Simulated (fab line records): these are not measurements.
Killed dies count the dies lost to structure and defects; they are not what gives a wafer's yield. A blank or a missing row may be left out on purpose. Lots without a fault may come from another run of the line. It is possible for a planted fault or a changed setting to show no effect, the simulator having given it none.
Which tool did it?    flow gf180mcu    12 lots, 36 wafers sampled, at 2 steps of a route of 602

WHAT EACH GAUGE READ, for each wafer
GF_M2_OVL_MEAS_15.
lot   measured      on          M2_OVL (nm)
L539  day 20 14:22  overlay-02  1 4 0
L540  day 20 21:36  overlay-01  0 6 -1
L542  day 21 14:56  overlay-02  10 7 10
L543  day 22 09:19  overlay-01  6 7 7
L546  day 23 02:20  overlay-01  -4 6 -3
L548  day 23 16:59  overlay-01  1 9 0
L552  day 25 04:27  overlay-01  -2 -1 -4
L554  day 26 02:09  overlay-01  8 1 -4
L556  day 26 08:37  overlay-02  -3 -3 0
L558  day 26 22:00  overlay-01  -3 2 -5
L557  day 27 00:18  overlay-02  -3 -1 -7
L559  day 27 07:24  overlay-02  3 3 9

WHICH TOOL RAN EACH LOT (tool, then ch and the chambers of the sampled wafers, then the start)
lot   GF_M2_SPUTTER_04
L539  pvd_sputter-02, day 19 13:44
L540  pvd_sputter-04, day 19 21:32
L542  pvd_sputter-01, day 20 15:02
L543  pvd_sputter-04, day 21 09:53
L546  pvd_sputter-02, day 22 03:10
L548  pvd_sputter-02, day 22 17:54
L552  pvd_sputter-02, day 24 06:36
L554  pvd_sputter-04, day 25 04:56
L556  pvd_sputter-01, day 25 11:19
L558  pvd_sputter-02, day 26 01:21
L557  pvd_sputter-02, day 26 03:24
L559  pvd_sputter-04, day 26 10:40
- GF_M2_SPUTTER_04: material TiN, target thk 50 nm, time 41.7 s.

WHAT THE TOOLS THEMSELVES READ (means of the sampled wafers that have a number; where no wafer has one, the mark that the record gives instead)
GF_M2_SPUTTER_04.
lot   tool            throttle_valve_pct (%)
L539  pvd_sputter-02  30.8
L540  pvd_sputter-04  30.6
L542  pvd_sputter-01  29.7
L543  pvd_sputter-04  30.0
L546  pvd_sputter-02  30.9
L548  pvd_sputter-02  31.5
L552  pvd_sputter-02  31.5
L554  pvd_sputter-04  30.3
L556  pvd_sputter-01  30.5
L558  pvd_sputter-02  31.1
L557  pvd_sputter-02  31.5
L559  pvd_sputter-04  30.0

THE ANSWER, worked out from the rows above alone
Rule: what is usual is taken from the lots themselves. Put in order of their means at a reading, lots are off if they are a third of the lots or fewer, leave a main group of 4 or more, and stand apart from it by a gap of 3 or more times the standard deviation of the main group's means; of several such gaps the widest counts. A main group is skipped when, at the precision printed for the reading in the tables above, its means are all equal. A lot without any number at a reading at which 4 lots or more have one is off too. All remaining lots with rows at the step are treated as sound. The gauges are gone through in route order, then the tools' own readings, and for those a lot's mean is taken as printed above. The first step at which some lot is off is used, and at that step the reading that is off furthest; a lot without a number counts as furthest.
No lot is off on any of the readings shown, so nothing can be concluded from this.

WHAT HAD BEEN PUT IN BY THE SIMULATOR
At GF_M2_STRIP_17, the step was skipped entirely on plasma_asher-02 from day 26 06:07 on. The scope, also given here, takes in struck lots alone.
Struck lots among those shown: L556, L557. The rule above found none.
